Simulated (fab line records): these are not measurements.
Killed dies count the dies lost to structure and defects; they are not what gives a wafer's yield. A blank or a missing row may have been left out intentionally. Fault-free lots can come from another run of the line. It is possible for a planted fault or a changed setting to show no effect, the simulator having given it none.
fab line records ; flow sky130 ; part 2 of 2: steps 26 to 40 of 40
[record] lots = 5; wafers = 15; last-day = 48
route steps=708 shown VIA4@652 METAL5@661 PASSIVATION@681
lots untouched by any fault: they come from a run of this same line in which no faults occurred
start-h: hours from the record's opening day to when the first of the lot's shown wafers began ; wait-h: hours elapsed since this lot's preceding step ; " same as the row above ; L1.1+2: a row that stands for several wafers ; - value missing, or start not given ; * or withheld: withheld ; < > ~ a bound
route shown NAME@n: a module of which the file shows steps, and the number in the route of the first ; usual: mean/standard deviation of fault-free wafers ; same: alike in all rows ; chamber/n: place in a boat ; sites: each site's reading ; _std_site: how widely they spread, as a standard deviation ; _edge_site: the outer-site mean with the inner-site mean subtracted ; radius-mm: how far each site lies from the wafer's centre ; mask NAME#n: copy n ; behind: the last tool/chamber to shape the wafer ; hold: cause of the lot's hold/its duration in hours/its outcome ; device: names the non-switching transistor (n, p or np) ; end of line: at the end of the route, the tests of the same wafers ; a step given without rows: its recipe and nothing more ; killed: dies lost to structure and defects at the first sort, not the wafer's yield ; map: per-die view of a wafer (x killed, . not killed, _ where there is no die)
set.NAME: the setting the step ran with; set.NAME@STEP: the setting that earlier step ran with ; model.NAME: the simulator's own value behind a step, which no gauge read
lots at selected steps of the route; one table per step, one row per wafer
services: the hour from which a tool's chamber was out of use, counted from the record's first day as start-h (under 0 if before that day), plus the number of hours and why
[[steps]]
[step SKY_METAL5_STRIP_16]
[recipe] chemistry = O2/N2; power-w = 1400; pressure-mtorr = 1500; platen-temp-c = withheld; o2-flow-sccm = 3000; n2-flow-sccm = 300; overash-fraction = 0.5
[usual] drypump-motor-current-A = 5.7/0.47; o2-flow-sccm = 2998/9.8; oes-product-au = 0.710/0.0042; strip-time-to-endpoint-s = 13.05/0.15
[same] overash-fraction = 0.5
lot.wafer;tool;chamber;start-h;wait-h;drypump-motor-current-A;o2-flow-sccm;oes-product-au;rf-hours-counter-h;strip-time-to-endpoint-s
L075.3;plasma-asher-04;0;1027.65;0.1;5.3;2984;0.706;-;13.19
L075.4;plasma-asher-04;1;1027.65;0.1;5.3;3002;0.705;-;13.01
L075.6;plasma-asher-04;1;1027.65;0.1;5.3;2990;0.713;-;13.16
L084.1;plasma-asher-01;0;1086.94;0.2;6.7;3010;0.711;34;13.10
L084.3;plasma-asher-01;1;1086.94;0.2;5.7;2993;0.716;-;13.14
L084.5;plasma-asher-01;0;1086.94;0.2;6.7;2994;0.711;-;13.19
L085.1;plasma-asher-02;0;1092.69;0.2;5.8;3005;0.710;96;13.14
L085.4;plasma-asher-02;1;1092.69;0.2;5.9;2979;0.711;-;13.10
L085.6;plasma-asher-02;1;1092.69;0.2;5.9;2983;0.709;-;13.09
L088.1;plasma-asher-04;1;1109.01;0.2;5.3;3003;0.713;4;13.17
L088.3;plasma-asher-04;0;1109.01;0.2;5.3;2993;0.710;-;12.98
L088.6;plasma-asher-04;0;1109.01;0.2;5.3;2997;0.712;-;13.11
L089.3;plasma-asher-02;1;1116.65;0.1;6.0;2997;0.706;-;12.80
L089.4;plasma-asher-02;0;1116.65;0.1;5.8;2990;0.710;-;12.87
L089.5;plasma-asher-02;1;1116.65;0.1;6.0;3011;0.706;-;12.80
[step SKY_METAL5_STRIP_17]
[recipe] chemistry = post-etch-residue-remover; time-s = 1200; temp-c = 72.5
lot.wafer;tool;chamber;start-h;wait-h
L075.3+4+6;wet-bench-03;1;1027.71;0.0
L084.1+3+5;wet-bench-01;3;1087.04;0.1
L085.1+4+6;wet-bench-01;2;1092.79;0.1
L088.1+3+6;wet-bench-03;0;1109.11;0.1
L089.3+4+5;wet-bench-01;2;1116.71;0.0
[step SKY_METAL5_CLEAN_18]
[recipe] chemistry = IPA; time-s = 180; temp-c = 25
lot.wafer;tool;chamber;start-h;wait-h
L075.3+4+6;wet-bench-04;1;1028.05;0.0
L084.1+3+5;wet-bench-01;2;1087.38;0.0
L085.1+4+6;wet-bench-03;1;1093.13;0.0
L088.1+3+6;wet-bench-03;0;1109.55;0.1
L089.3+4+5;wet-bench-01;1;1117.46;0.0
[step SKY_METAL5_CLEAN_19]
[recipe] chemistry = O3/DIW; dry = n2-spin
lot.wafer;tool;chamber;start-h;wait-h
L075.3+4+6;wet-bench-03;3;1028.11;0.0
L084.1+3+5;wet-bench-01;3;1087.44;0.0
L085.1+4+6;wet-bench-04;3;1093.19;0.0
L088.1+3+6;wet-bench-04;3;1109.72;0.1
L089.3+4+5;wet-bench-01;2;1117.52;0.0
[step SKY_PASSIVATION_CVD_00]
[recipe] material = SiO2; target-thk-nm = 90; temp-c = 400; time-s = withheld; rf-w = 600
[usual] heater-power-w = 613/120
lot.wafer;tool;chamber;start-h;wait-h;heater-power-w
L075.3;pecvd-03;0;1028.20;0.0;493
L075.4;pecvd-03;0;1028.20;0.0;500
L075.6;pecvd-03;1;1028.20;0.0;574
L084.1;pecvd-03;0;1087.53;0.0;512
L084.3;pecvd-03;2;1087.53;0.0;791
L084.5;pecvd-03;2;1087.53;0.0;813
L085.1;pecvd-03;2;1093.28;0.0;765
L085.4;pecvd-03;2;1093.28;0.0;800
L085.6;pecvd-03;2;1093.28;0.0;807
L088.1;pecvd-04;2;1109.82;0.0;515
L088.3;pecvd-04;1;1109.82;0.0;724
L088.6;pecvd-04;2;1109.82;0.0;519
L089.3;pecvd-02;2;1117.62;0.0;678
L089.4;pecvd-02;2;1117.62;0.0;691
L089.5;pecvd-02;1;1117.62;0.0;541
[step SKY_PASSIVATION_THK_MEAS_01]
[recipe] reads = SiO2_of_PASSIVATION_CVD_00
[usual] PASSIVATION_CVD_00_THK = 89.9/1.3
lot.wafer;tool;chamber;start-h;wait-h;PASSIVATION_CVD_00_THK[nm]
L075.3;film-metro-04;-;1028.24;-;88.2
L075.4;film-metro-04;-;1028.24;-;88.8
L075.6;film-metro-04;-;1028.24;-;92.2
L084.1;film-metro-01;-;1087.55;-;86.5
L084.3;film-metro-01;-;1087.55;-;90.0
L084.5;film-metro-01;-;1087.55;-;89.6
L085.1;film-metro-03;-;1093.31;-;89.3
L085.4;film-metro-03;-;1093.31;-;89.9
L085.6;film-metro-03;-;1093.31;-;90.6
L088.1;film-metro-01;-;1109.84;-;89.8
L088.3;film-metro-01;-;1109.84;-;89.5
L088.6;film-metro-01;-;1109.84;-;90.9
L089.3;film-metro-04;-;1117.66;-;87.9
L089.4;film-metro-04;-;1117.66;-;90.8
L089.5;film-metro-04;-;1117.66;-;92.4
[step SKY_PASSIVATION_CVD_02]
[recipe] material = Si3N4; target-thk-nm = 540; temp-c = 400; time-s = withheld; rf-w = 450
[usual] heater-power-w = 659/110
lot.wafer;tool;chamber;start-h;wait-h;heater-power-w
L075.3;pecvd-02;2;1028.28;0.0;792
L075.4;pecvd-02;0;1028.28;0.0;610
L075.6;pecvd-02;2;1028.28;0.0;813
L084.1;pecvd-04;2;1087.61;0.1;589
L084.3;pecvd-04;1;1087.61;0.1;804
L084.5;pecvd-04;0;1087.61;0.1;564
L085.1;pecvd-02;1;1093.37;0.1;637
L085.4;pecvd-02;1;1093.37;0.1;646
L085.6;pecvd-02;2;1093.37;0.1;807
L088.1;pecvd-03;0;1109.90;0.1;475
L088.3;pecvd-03;2;1109.90;0.1;901
L088.6;pecvd-03;2;1109.90;0.1;730
L089.3;pecvd-03;2;1117.70;0.0;868
L089.4;pecvd-03;0;1117.70;0.0;551
L089.5;pecvd-03;1;1117.70;0.0;633
[step SKY_PASSIVATION_THK_MEAS_03]
[recipe] reads = Si3N4_of_PASSIVATION_CVD_02
[usual] PASSIVATION_CVD_02_THK = 541/7.3
lot.wafer;tool;chamber;start-h;wait-h;PASSIVATION_CVD_02_THK[nm]
L075.3;film-metro-04;-;1028.53;-;531
L075.4;film-metro-04;-;1028.53;-;543
L075.6;film-metro-04;-;1028.53;-;545
L084.1;film-metro-03;-;1087.84;-;531
L084.3;film-metro-03;-;1087.84;-;537
L084.5;film-metro-03;-;1087.84;-;545
L085.1;film-metro-03;-;1093.71;-;538
L085.4;film-metro-03;-;1093.71;-;544
L085.6;film-metro-03;-;1093.71;-;533
L088.1;film-metro-01;-;1110.12;-;544
L088.3;film-metro-01;-;1110.12;-;528
L088.6;film-metro-01;-;1110.12;-;537
L089.3;film-metro-01;-;1117.95;-;540
L089.4;film-metro-01;-;1117.95;-;554
L089.5;film-metro-01;-;1117.95;-;549
[step SKY_PASSIVATION_DEHYDRATE_04]
[recipe] temp-c = 200; time-s = 60
lot.wafer;tool;chamber;start-h;wait-h
L075.3+4+6;litho-track-04;0;1038.70;10.2
L084.1+3+5;litho-track-02;0;1097.52;9.7
L085.1+4+6;litho-track-04;0;1102.75;9.0
L088.1+3+6;litho-track-03;0;1119.49;9.4
L089.3+4+5;litho-track-04;0;1126.85;8.9
[step SKY_PASSIVATION_HMDS_05]
[recipe] prime-time-s = 60; prime-temp-c = 120
lot.wafer;tool;chamber;start-h;wait-h
L075.3+4+6;litho-track-04;0;1038.85;0.1
L084.1+3+5;litho-track-02;0;1097.67;0.1
L085.1+4+6;litho-track-04;0;1102.90;0.1
L088.1+3+6;litho-track-03;0;1119.64;0.1
L089.3+4+5;litho-track-04;0;1127.00;0.1
[step SKY_PASSIVATION_COAT_06]
[recipe] spin-rpm = 2000; resist-thk-nm = 3000
lot.wafer;tool;chamber;start-h;wait-h
L075.3+4+6;litho-track-04;0;1039.00;0.1
L084.1+3+5;litho-track-02;0;1097.82;0.1
L085.1+4+6;litho-track-04;0;1103.05;0.1
L088.1+3+6;litho-track-03;0;1119.79;0.1
L089.3+4+5;litho-track-04;0;1127.15;0.1
[step SKY_PASSIVATION_SOFTBAKE_07]
[recipe] temp-c = 110; time-s = withheld
lot.wafer;tool;chamber;start-h;wait-h
L075.3+4+6;litho-track-04;0;1039.17;0.1
L084.1+3+5;litho-track-02;0;1097.97;0.1
L085.1+4+6;litho-track-04;0;1103.20;0.1
L088.1+3+6;litho-track-03;0;1119.94;0.1
L089.3+4+5;litho-track-04;0;1127.32;0.1
[step SKY_PASSIVATION_EXPOSE_08]
[recipe] mask-id = NSM; target-cd-nm = 3000; na = 0.57; dose-mj = 260
lot.wafer;tool;chamber;start-h;wait-h;mask
L075.3+4+6;iline-stepper-01;0;-;-;NSM#0
L084.1+3+5;iline-stepper-02;0;-;-;NSM#0
L085.1+4+6;iline-stepper-01;0;-;-;NSM#0
L088.1+3+6;iline-stepper-01;0;-;-;NSM#0
L089.3+4+5;iline-stepper-02;0;-;-;NSM#0
[step SKY_PASSIVATION_PEB_09]
[recipe] temp-c = 115; time-s = withheld
lot.wafer;tool;chamber;start-h;wait-h
L075.3+4+6;litho-track-02;0;-;-
L084.1+3+5;litho-track-04;0;-;-
L085.1+4+6;litho-track-04;0;-;-
L088.1+3+6;litho-track-04;0;-;-
L089.3+4+5;litho-track-02;0;-;-
[step SKY_PASSIVATION_DEVELOP_10]
[recipe] develop-time-s = 60; dev-temp-c = 23
lot.wafer;tool;chamber;start-h;wait-h
L075.3+4+6;litho-track-02;0;-;-
L084.1+3+5;litho-track-04;0;-;-
L085.1+4+6;litho-track-04;0;-;-
L088.1+3+6;litho-track-04;0;-;-
L089.3+4+5;litho-track-02;0;-;-
[[services]]
tool;chamber;start-h;hours;kind
pecvd-02;0;995.96;23.3;repair
cmp-01;-;1002.27;7.2;pm
plasma-asher-02;-;1004.06;3.9;repair
pecvd-04;2;1012.60;6.6;repair
plasma-asher-01;-;1017.30;14.6;pm
cvd-w-02;-;1020.78;0.6;repair
cvd-w-01;-;1024.04;6.9;pm
cmp-01;-;1037.00;1.1;repair
cmp-02;-;1042.69;8.5;pm
pecvd-02;-;1048.98;1.2;repair
cvd-w-02;0;1051.56;8.4;repair
plasma-asher-04;-;1055.25;9.0;pm
cvd-w-02;1;1066.61;14.0;repair
cvd-w-02;-;1069.19;2.2;repair
plasma-asher-01;-;1071.21;0.3;repair
pvd-sputter-03;-;1071.31;1.5;repair
pecvd-04;-;1074.51;1.5;repair
cmp-02;-;1084.24;4.0;pm
pvd-sputter-01;-;1088.18;4.3;repair
pecvd-03;0;1091.09;5.0;repair
pvd-sputter-01;-;1119.64;1.0;repair
iline-stepper-01;-;1123.11;5.2;repair
iline-stepper-02;-;1129.76;1.7;pm
pvd-sputter-02;-;1133.81;5.9;repair
